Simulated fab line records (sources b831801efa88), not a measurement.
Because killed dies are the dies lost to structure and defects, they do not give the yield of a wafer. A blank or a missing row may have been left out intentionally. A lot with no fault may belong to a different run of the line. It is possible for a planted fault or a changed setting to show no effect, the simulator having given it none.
fab line records	flow sky130
record: lots: 14	wafers: 42	lastDay: 49
route steps=708 shown LDD_N@248 METAL1@450 VIA1@481 METAL2@483
lots that met no fault: from a run of the same line without faults
startH: hours from the record's first day to the start of the lot's first wafer shown	waitH: time in hours since the lot's previous step	" as in the row above	L1.1+2: a single row standing in for several wafers	- either no value or no given start	* or withheld: withheld	< > ~ a bound
route shown NAME@n: names a module that has steps shown in the file, with the first one's number in the route	usual: the fault-free wafers' mean and standard deviation	same: alike in all rows	chamber/n: place in a boat	sites: the reading at each site	_std_site: their standard deviation	_edge_site: the outer-site mean with the inner-site mean subtracted	radiusMm: for every site, how far away it sits from the centre of the wafer	mask NAME#n: copy n	behind: tool/chamber where the wafer was last shaped	hold: reason for holding the lot/hours on hold/outcome of the hold	device: whichever transistor did not switch (one of n, p or np)	end of line: tests of these same wafers at the route's end	where a step has no rows: the recipe by itself	killed: at the first sort, the dies lost to defects and structure; wafer yield is something else	map: dies across one wafer; x = killed, . = not, _ = none there
set.NAME: setting as actually run; set.NAME@STEP: the setting as run at that earlier step	model.NAME: the simulator's own value behind a step, which no gauge read
a sample of lots followed through the steps of the route, with each step as a table and each wafer as a row
services: from which hour (startH, from the record's first day; less than 0 if before it) a tool's chamber was out of use, for how many hours, and why
== steps ==
step: SKY_LDD_N_IMPLANT_11
recipe: species: As	energyKev: 20	doseCm2: 7.5e+13	tiltDeg: withheld	rotationDeg: 293
usual: doseIonsCm2: 7.501e+13/7.4e+10	faradayCurrentUA: 423/8.4
lot.wafer	tool	chamber	startH	waitH	doseIonsCm2	faradayCurrentUA
L745.1	implanter-02	0	414.06	0.1	7.5e+13	421
L745.4	"	0	"	"	7.506e+13	422
L745.5	"	0	"	"	7.507e+13	426
L747.1	implanter-02	0	439.01	0.1	7.5e+13	422
L747.4	"	0	"	"	7.504e+13	436
L747.5	"	0	"	"	7.516e+13	432
L749.1	implanter-01	0	454.58	0.1	7.498e+13	421
L749.3	"	0	"	"	7.495e+13	426
L749.4	"	0	"	"	7.503e+13	407
L750.1	implanter-04	0	466.01	0.1	7.504e+13	422
L750.2	"	0	"	"	7.501e+13	433
L750.4	"	0	"	"	7.501e+13	416
L751.3	implanter-01	0	474.63	0.1	7.501e+13	417
L751.5	"	0	"	"	7.51e+13	422
L751.6	"	0	"	"	7.499e+13	425
L752.1	implanter-01	0	476.98	0.1	7.506e+13	421
L752.3	"	0	"	"	7.504e+13	419
L752.5	"	0	"	"	7.511e+13	421
L753.1	implanter-02	0	483.88	0.1	7.507e+13	429
L753.2	"	0	"	"	7.5e+13	428
L753.4	"	0	"	"	7.501e+13	428
L754.2	implanter-04	0	502.91	0.1	7.495e+13	406
L754.3	"	0	"	"	7.511e+13	428
L754.4	"	0	"	"	7.497e+13	406
L756.1	implanter-01	0	518.18	0.1	7.504e+13	429
L756.3	"	0	"	"	7.508e+13	424
L756.6	"	0	"	"	7.5e+13	412
L757.1	implanter-01	0	526.36	0.1	7.499e+13	402
L757.4	"	0	"	"	7.489e+13	421
L757.5	"	0	"	"	7.482e+13	444
L758.2	implanter-02	0	530.28	0.1	7.507e+13	444
L758.4	"	0	"	"	7.502e+13	424
L758.6	"	0	"	"	7.51e+13	415
L759.4	implanter-01	0	538.83	0.1	6.318e+13	358
L759.5	"	0	"	"	6.331e+13	355
L759.6	"	0	"	"	6.326e+13	367
L762.1	implanter-01	0	568.41	0.1	6.333e+13	364
L762.2	"	0	"	"	6.321e+13	342
L762.6	"	0	"	"	6.322e+13	359
L764.2	implanter-04	0	578.31	0.1	7.513e+13	428
L764.4	"	0	"	"	7.497e+13	423
L764.5	"	0	"	"	7.51e+13	418
step: SKY_METAL1_OVL_MEAS_16
usual: METAL1_OVL: 3/6
lot.wafer	tool	chamber	startH	waitH	METAL1_OVL[nm]
L745.1	overlay-02	-	775.59	0.1	7
L745.4	"	-	"	"	-1
L745.5	"	-	"	"	8
L747.1	overlay-02	-	793.32	0.1	-1
L747.4	"	-	"	"	-3
L747.5	"	-	"	"	1
L749.1	overlay-02	-	807.07	0.1	5
L749.3	"	-	"	"	6
L749.4	"	-	"	"	8
L750.1	overlay-02	-	817.52	0.1	0
L750.2	"	-	"	"	3
L750.4	"	-	"	"	6
L751.3	overlay-02	-	825.50	0.1	3
L751.5	"	-	"	"	-3
L751.6	"	-	"	"	1
L752.1	overlay-01	-	827.67	0.1	4
L752.3	"	-	"	"	6
L752.5	"	-	"	"	-2
L753.1	overlay-02	-	833.22	0.1	3
L753.2	"	-	"	"	-11
L753.4	"	-	"	"	-2
L754.2	overlay-02	-	851.40	0.1	-2
L754.3	"	-	"	"	0
L754.4	"	-	"	"	-2
L756.1	overlay-01	-	861.04	0.1	5
L756.3	"	-	"	"	10
L756.6	"	-	"	"	4
L757.1	overlay-02	-	872.82	0.1	3
L757.4	"	-	"	"	-8
L757.5	"	-	"	"	1
L758.2	overlay-01	-	876.48	0.1	9
L758.4	"	-	"	"	15
L758.6	"	-	"	"	10
L759.4	overlay-02	-	883.51	0.1	5
L759.5	"	-	"	"	16
L759.6	"	-	"	"	7
L762.1	overlay-01	-	908.52	0.1	1
L762.2	"	-	"	"	13
L762.6	"	-	"	"	3
L764.2	overlay-02	-	914.17	0.1	12
L764.4	"	-	"	"	9
L764.5	"	-	"	"	3
step: SKY_VIA1_THK_MEAS_23
recipe: thkMeasGauge: xrf	reads: W_of_VIA1_CVD_21
usual: VIA1_W_THK: 263/4.5
lot.wafer	tool	chamber	startH	waitH	VIA1_W_THK[nm]
L745.1	filmMetro-04	-	804.41	0.1	265
L745.4	"	-	"	"	265
L745.5	"	-	"	"	264
L747.1	filmMetro-03	-	822.46	0.1	260
L747.4	"	-	"	"	260
L747.5	"	-	"	"	262
L749.1	filmMetro-04	-	836.35	0.1	270
L749.3	"	-	"	"	270
L749.4	"	-	"	"	265
L750.1	filmMetro-04	-	846.87	0.1	264
L750.2	"	-	"	"	260
L750.4	"	-	"	"	261
L751.3	filmMetro-04	-	855.16	0.1	263
L751.5	"	-	"	"	259
L751.6	"	-	"	"	263
L752.1	filmMetro-04	-	856.86	0.1	266
L752.3	"	-	"	"	267
L752.5	"	-	"	"	264
L753.1	filmMetro-04	-	861.60	0.1	267
L753.2	"	-	"	"	267
L753.4	"	-	"	"	267
L754.2	filmMetro-04	-	880.28	0.1	261
L754.3	"	-	"	"	261
L754.4	"	-	"	"	259
L756.1	filmMetro-04	-	889.22	0.1	256
L756.3	"	-	"	"	261
L756.6	"	-	"	"	262
L757.1	filmMetro-03	-	901.77	0.1	253
L757.4	"	-	"	"	253
L757.5	"	-	"	"	256
L758.2	filmMetro-04	-	905.27	0.1	271
L758.4	"	-	"	"	268
L758.6	"	-	"	"	264
L759.4	filmMetro-04	-	912.39	0.1	261
L759.5	"	-	"	"	262
L759.6	"	-	"	"	265
L762.1	filmMetro-03	-	935.28	0.1	264
L762.2	"	-	"	"	261
L762.6	"	-	"	"	257
L764.2	filmMetro-04	-	942.38	0.1	262
L764.4	"	-	"	"	269
L764.5	"	-	"	"	268
step: SKY_METAL2_SPUTTER_00
recipe: material: Ti	targetThkNm: 15	powerW: 3000	timeS: 10	chamberPressurePa: 0.4
usual: throttleValvePct: 29.9/0.82
lot.wafer	tool	chamber	startH	waitH	throttleValvePct
L745.1	pvdSputter-01	-	804.77	0.2	29.5
L745.4	"	-	"	"	29.9
L745.5	"	-	"	"	29.6
L747.1	pvdSputter-01	-	822.82	0.2	29.4
L747.4	"	-	"	"	29.0
L747.5	"	-	"	"	29.9
L749.1	pvdSputter-03	-	836.71	0.2	30.3
L749.3	"	-	"	"	30.1
L749.4	"	-	"	"	28.8
L750.1	pvdSputter-03	-	847.23	0.1	28.6
L750.2	"	-	"	"	28.4
L750.4	"	-	"	"	30.7
L751.3	pvdSputter-01	-	855.50	0.1	30.6
L751.5	"	-	"	"	29.3
L751.6	"	-	"	"	30.7
L752.1	pvdSputter-02	-	857.22	0.2	30.2
L752.3	"	-	"	"	30.4
L752.5	"	-	"	"	30.4
L753.1	pvdSputter-02	-	861.96	0.2	31.5
L753.2	"	-	"	"	31.3
L753.4	"	-	"	"	30.2
L754.2	pvdSputter-02	-	880.63	0.1	31.4
L754.3	"	-	"	"	30.2
L754.4	"	-	"	"	31.1
L756.1	pvdSputter-01	-	889.58	0.2	30.6
L756.3	"	-	"	"	29.3
L756.6	"	-	"	"	30.3
L757.1	pvdSputter-01	-	902.13	0.2	30.0
L757.4	"	-	"	"	29.3
L757.5	"	-	"	"	30.1
L758.2	pvdSputter-01	-	905.62	0.1	29.9
L758.4	"	-	"	"	29.0
L758.6	"	-	"	"	28.9
L759.4	pvdSputter-01	-	912.90	0.1	29.3
L759.5	"	-	"	"	30.2
L759.6	"	-	"	"	30.6
L762.1	pvdSputter-01	-	935.64	0.1	30.6
L762.2	"	-	"	"	30.1
L762.6	"	-	"	"	29.3
L764.2	pvdSputter-01	-	942.73	0.1	29.0
L764.4	"	-	"	"	29.3
L764.5	"	-	"	"	29.9
== services ==
tool	chamber	startH	hours	kind
pvdSputter-01	-	407.02	4.0	repair
pvdSputter-01	-	413.64	4.8	repair
implanter-01	-	418.16	6.7	repair
pvdSputter-01	-	457.95	0.9	repair
implanter-02	-	459.08	4.2	pm
pvdSputter-01	-	468.87	9.6	repair
implanter-02	-	470.16	1.2	repair
implanter-01	-	493.97	1.6	repair
implanter-02	-	552.35	4.2	repair
implanter-01	-	586.31	3.4	pm
implanter-02	-	586.41	3.4	repair
pvdSputter-01	-	629.19	1.6	repair
implanter-01	-	680.47	1.7	repair
pvdSputter-01	-	700.04	1.8	repair
implanter-01	-	745.53	33.7	pm
implanter-01	-	842.03	17.4	repair
implanter-02	-	866.25	3.5	pm
implanter-02	-	874.89	2.6	pm
implanter-01	-	896.28	2.5	repair
implanter-02	-	907.06	4.9	repair
pvdSputter-01	-	918.66	5.4	repair
pvdSputter-01	-	922.28	7.5	repair
implanter-02	-	924.99	0.6	repair
implanter-01	-	938.21	5.6	repair
== key ==
firstSign: step: SKY_LDD_N_IMPLANT_11	reading: doseIonsCm2	direction: down	sigmas: 99+	usual: *	struck: *
effect: step: SKY_LDD_N_IMPLANT_11	reading: faradayCurrentUA	direction: down	sigmas: 7.8	usual: 423	struck: 358
metAt SKY_LDD_N_IMPLANT_11
struckLots L759,L762
testerLeftOut L759,L762
notActingAt SKY_METAL1_OVL_MEAS_16,SKY_VIA1_THK_MEAS_23,SKY_METAL2_SPUTTER_00
onsetBetween 526.36 538.83
fault: kind: processParameterDrift	tool: implanter-01	chamber: -	onsetH: 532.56	steps: SKY_LDD_N_IMPLANT_11	channel: doseCm2	offset: *	shape: step	endH: 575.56	actsIn: *	stated: *
testerLeftOut: of these lots the tester's yield and bins aren't shown, on N5 and GAA mostly nor the transistor test; their killed dies are dies lost to structure and defects alone, not to doping, threshold or leakage, so they don't give the yield
